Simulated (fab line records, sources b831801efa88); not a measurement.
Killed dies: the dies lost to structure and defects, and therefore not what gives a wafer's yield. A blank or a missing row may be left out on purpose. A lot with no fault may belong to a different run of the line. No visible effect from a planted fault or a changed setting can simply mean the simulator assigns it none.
Problem report, 8D (eight disciplines) form, completed by code | flow gf180mcu | the parts of the form that need people (team, actions taken, sign-off) are left out

1. THE ISSUE
oes_product_au at GF_V2_STRIP_18 reads a mean of 0.666 a.u. on 9 wafers of 3 lots; wafers without a fault read 0.593 a.u. with a standard deviation of 0.0049. Relative to the usual mean, that is a shift of +15 standard deviations.
The step: strips in O2/N2.
First seen on wafer L264.2, day 24 11:01, on plasma_asher-01. Wafers with a number at this step in the record: 45, from 15 lots. Rule for "out", or "out of limits": more than 4 standard deviations from the usual mean. Any other wafer with a number is counted as sound.

2. WHAT IT IS AND WHAT IT IS NOT
question                    | is                               | is not
which readings at this step | oes_product_au                   | drypump_motor_current_A, heater_power_w, o2_flow_sccm, platen_temp_c
which lots                  | L264, L265, L266                 | L252, L253, L254, L255, L256, L258, L261, L262, L268, L270, L272, L274
which wafers of those lots  | all that have a number           | -
read on which tools         | plasma_asher-01, plasma_asher-04 | plasma_asher-02
when                        | from day 24 11:01                | up to then (24 sound wafers); but 12 sound wafers of L268, L270, L272, L274 came after

3. WHAT RULES OUT EACH SUSPECT
Counting: a tool at any process step up to the reading remains a suspect when it ran all the lots that are out and ran no sound lot after the first of those.
- rie_diel-01 at GF_V2_ETCH_17 (etches SiO2 in C4F8/O2/Ar, stops on TiN, target depth 630 nm): kept. It processed each lot that is out, first L264 at day 24 10:00, and no sound lot thereafter; up to then, the last sound lot it processed was L255 at day 21 04:00.
The count leaves rie_diel-01 at GF_V2_ETCH_17.

4. THE CAUSE (what the simulator had put in)
Step skipped in full: rie_diel-01, at GF_V2_ETCH_17, from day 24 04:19 onward. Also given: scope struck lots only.
After counting, this tool was the only one left.

5. THE CHAIN OF EFFECTS, in route order
Each row: a reading where the mean over the struck wafers with a number is more than 3 standard deviations away from the usual. Scope: only readings with a usual standard deviation given in the record; hours: median across lots of the time from each lot's start at the first step in this table that gives one to its start at this step; sigmas: change in usual standard deviations.
hours | step           | reading        | usual      | on struck wafers | change | sigmas
0     | GF_V2_STRIP_18 | oes_product_au | 0.593 a.u. | 0.666            | +0.073 | +15
Process steps it contains:
- GF_V2_STRIP_18: strips in O2/N2.
Readings that are blank on the struck wafers while sound wafers have them: bias_w at GF_V2_ETCH_17; chamber_pressure_mTorr at GF_V2_ETCH_17; oes_product_au at GF_V2_ETCH_17.

6. HOW IT WOULD HAVE BEEN CAUGHT EARLIER
The fault began at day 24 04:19; the first out-of-limits reading in this record came at day 24 11:01, 7 hours later.
At GF_V2_ETCH_17 the tool's readings are blank on the struck wafers, where sound wafers have them: an empty tool record is the first sign, and it was there at once.
Of the lots that are out (3), L265, L266 began GF_V2_ETCH_17 on rie_diel-01 after day 24 11:01. A hold on the tool at that time would have spared those 2.
